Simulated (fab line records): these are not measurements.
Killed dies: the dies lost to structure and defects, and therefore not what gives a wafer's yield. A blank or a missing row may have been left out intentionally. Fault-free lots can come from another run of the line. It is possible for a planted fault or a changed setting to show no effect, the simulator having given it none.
One fault through the eyes of 2 desks + flow gf180mcu + every desk sees just its own numbers, and what lay behind them comes last

== METROLOGY DESK ==
Lot by lot, what the gauges showed, no matter which tool ran the lot: averages of those sampled wafers that carry a number. Marked OUT: a lot whose mean sits more than 4 standard deviations from the usual mean, which makes it out of limits; the brackets give that distance.
Columns: A = POLY_GATE_CVD_00_THK at GF_POLY_GATE_THK_MEAS_01, usual 199.6 nm; B = cd_nm at GF_POLY_GATE_CD_MEAS_10, usual 280.3 nm; C = POLY_GATE_OVL at GF_POLY_GATE_OVL_MEAS_11, usual 1 nm; D = POLY_GATE_OXIDATION_THK at GF_POLY_GATE_THK_MEAS_17, usual 3.99 nm; E = cd_nm at GF_POLY_GATE_CD_MEAS_18, usual 280.6 nm
| lot  | first seen here | A     | B     | C  | D    | E     |
|------|-----------------|-------|-------|----|------|-------|
| L806 | day 9 04:58     | 195.2 | 280.8 | -6 | 3.96 | 281.1 |
| L813 | day 11 10:31    | 199.1 | 281.3 | -3 | 3.85 | 287.2 |
| L816 | day 12 06:35    | 199.0 | 279.7 | 1  | 3.98 | 284.7 |
| L818 | day 12 18:49    | 201.9 | 278.8 | 4  | 4.14 | 285.2 |
| L820 | day 13 13:13    | 201.7 | 280.9 | -2 | 3.87 | 281.1 |
| L821 | day 13 16:29    | 200.8 | 280.3 | 3  | 4.19 | 280.0 |
| L826 | day 15 01:25    | 199.9 | 283.2 | 6  | 4.22 | 282.7 |
This desk's verdict: no lot among the 7 shows anything out of limits.

== TOOL OWNER'S DESK, rie_diel-04 ==
The tool's own readings at GF_POLY_GATE_ETCH_12 (etches BARC in N2/H2): means of the sampled wafers that have a number, for each lot that ran on this tool. Marked OUT: a lot whose mean sits more than 4 standard deviations from the usual mean, which makes it out of limits; the brackets give that distance.
Columns: A = drypump_motor_current_A at GF_POLY_GATE_ETCH_12, usual 5.7 A; B = oes_product_au at GF_POLY_GATE_ETCH_12, usual 0.736 a.u.; C = rf_fwd_power_W at GF_POLY_GATE_ETCH_12, usual 495.6 W; D = throttle_valve_pct at GF_POLY_GATE_ETCH_12, usual 13.217 %
| lot  | first seen here | A   | B     | C                       | D      |
|------|-----------------|-----|-------|-------------------------|--------|
| L813 | day 12 05:35    | 5.5 | 0.734 | 293.8 (-99 or more) OUT | 13.220 |
| L816 | day 13 02:11    | 5.9 | 0.734 | 294.6 (-99 or more) OUT | 13.214 |
| L818 | day 13 14:26    | 5.5 | 0.735 | 294.1 (-99 or more) OUT | 13.214 |
| L826 | day 15 22:32    | 6.1 | 0.730 | 495.9                   | 13.219 |
This desk finds L813, L816, L818 out of limits, L813 being first, at day 12 05:35 (rf_fwd_power_W at GF_POLY_GATE_ETCH_12). In limits: L826.

== BROUGHT TOGETHER ==
An alarm could have come from the tool owner's desk at day 12 05:35, on L813, L816, L818.
Metrology desk: nothing out of limits seen.
The metrology desk holds a record of L813, L816, L818, inside its limits.
GF_POLY_GATE_ETCH_12 was run on rie_diel-04 by each of the lots named.

== WHAT THE SIMULATOR HAD INSERTED ==
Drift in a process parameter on rie_diel-04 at GF_POLY_GATE_ETCH_12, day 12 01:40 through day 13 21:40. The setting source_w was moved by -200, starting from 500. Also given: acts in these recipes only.
Shown lots that were struck: L813, L816, L818.
Hours from the fault's start to each desk's first reading out of limits: the tool owner's desk, 4.
